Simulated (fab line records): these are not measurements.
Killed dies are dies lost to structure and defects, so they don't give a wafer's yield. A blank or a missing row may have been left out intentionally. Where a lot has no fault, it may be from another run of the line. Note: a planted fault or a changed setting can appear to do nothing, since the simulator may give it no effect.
Struck lot and sound lot, side by side / flow sky130 / 17 out of 708 route steps
Sound: these wafers, L829.2, L829.4, L829.5. Struck: wafer L838.4 (left out: L838.5, a lot-mate that was not struck); the cause follows at the end.
Each step with rows lists, per side, the tool, then ch with its chambers, then its first start. Under that, the readings that differ: sound wafers / struck wafers / difference of the means / sigmas: that difference in standard deviations of wafers without a fault.
alike: readings whose means differ by less than 2 such deviations, and words and numbers that are the same on both sides. not compared: withheld readings, readings that some wafer has no value for, bounds like >300 that may hide the same value, and numbers for which the record gives no deviation and whose values overlap.
A row with sigmas, a row that says differs or no value, or rows on one side alone: a step with any of these is where the two part. Non-overlapping numbers with no deviation appear without sigmas and do not part them. A reading that every wafer of one side lacks parts them only if that side has two wafers or more.

first, 1 step without rows for these wafers: SKY_POLY_GATE_CVD_03 (deposits Si3N4 from DCS/NH3, target thk 75 nm, time 1290 s).
SKY_POLY_GATE_THK_MEAS_04:
  sound on film_metro-02, day 16 01:43; struck on film_metro-04, day 19 13:40
  alike: POLY_GATE_CVD_03_THK
then, 8 steps without rows for these wafers: SKY_POLY_GATE_DEHYDRATE_05 (time 60 s); SKY_POLY_GATE_HMDS_06 (prime time 60 s); SKY_POLY_GATE_COAT_07 (resist thk 110 nm); SKY_POLY_GATE_COAT_08 (resist thk 450 nm); SKY_POLY_GATE_SOFTBAKE_09 (time 90 s); SKY_POLY_GATE_EXPOSE_10 (exposes mask P1M, target cd 150 nm); SKY_POLY_GATE_PEB_11; SKY_POLY_GATE_DEVELOP_12 (develop time 60 s).
SKY_POLY_GATE_CD_MEAS_13 targets a cd of 150 nm.
  sound on cd_sem-01, day 17 04:57; struck on cd_sem-01, day 20 20:29
reading=cd_nm (nm); sound=150.5 149.9 150.3; struck=153.5; difference=+3.3; sigmas=+2
SKY_POLY_GATE_OVL_MEAS_14:
  sound on overlay-01, day 17 05:04; struck on overlay-01, day 20 20:34
  alike: POLY_GATE_OVL
SKY_POLY_GATE_ETCH_15: etches BARC in N2/H2, stops on SiO2, time 118.5 s, target depth 110 nm.
  sound on rie_diel-03 ch 0,1,2, day 17 05:05; struck on rie_diel-04 ch 0, day 20 20:38
reading=model.KrF-thick_of_POLY_GATE_COAT_08.thk_nm (nm); sound=345.7 340.8 347.6; struck=360.2; difference=+15.5; sigmas=
reading=model.POLY_GATE.cd_nm (nm); sound=150.8 152.5 151.5; struck=155.7; difference=+4.1; sigmas=
  alike: bias_w, drypump_motor_current_A, oes_product_au, throttle_valve_pct
  not compared: rf_hours_counter_h
SKY_POLY_GATE_ETCH_16: etches Si3N4 in CH3F/O2, stops on poly-Si, time 147.5 s, target depth 75 nm.
  sound on rie_diel-03 ch 0,1,2, day 17 05:10; struck on rie_diel-04 ch 0, day 20 20:43
reading=model.POLY_GATE.cd_nm (nm); sound=150.5 152.5 151.8; struck=155.8; difference=+4.2; sigmas=
  alike: bias_w, ch3f_flow_sccm, drypump_motor_current_A, oes_product_au, throttle_valve_pct
  not compared: rf_hours_counter_h
SKY_POLY_GATE_ETCH_17: etches poly-Si in HBr/Cl2, stops on SiO2, target depth 180 nm, time 70.5 s.
  sound on rie_si-02 ch 0,1,3, day 17 05:16; struck on rie_si-02 ch 3, day 20 20:46
reading=model.KrF-thick_of_POLY_GATE_COAT_08.thk_nm (nm); sound=140.9 132.6 146.3; struck=151.1; difference=+11.2; sigmas=
  alike: bias_w, drypump_motor_current_A, he_backside_leak_sccm, mfc_cl2_sccm, oes_product_au, throttle_valve_pct
  not compared: rf_hours_counter_h
SKY_POLY_GATE_STRIP_18: strips in O2/N2.
  sound on plasma_asher-03 ch 1, day 17 05:19; struck on plasma_asher-04 ch 0, day 20 20:52
reading=strip_time_to_endpoint_s (s); sound=3.16 3.08 3.24; struck=3.28; difference=+0.12; sigmas=+2
  alike: drypump_motor_current_A, oes_product_au
  not compared: rf_hours_counter_h
after that, 1 step had no rows for these wafers: SKY_PAD_OPEN_PROBE_99.

WHERE THEY PART
Earliest at SKY_POLY_GATE_CD_MEAS_13; latest, in this record, at SKY_POLY_GATE_STRIP_18.

WHY: whatever the simulator had introduced
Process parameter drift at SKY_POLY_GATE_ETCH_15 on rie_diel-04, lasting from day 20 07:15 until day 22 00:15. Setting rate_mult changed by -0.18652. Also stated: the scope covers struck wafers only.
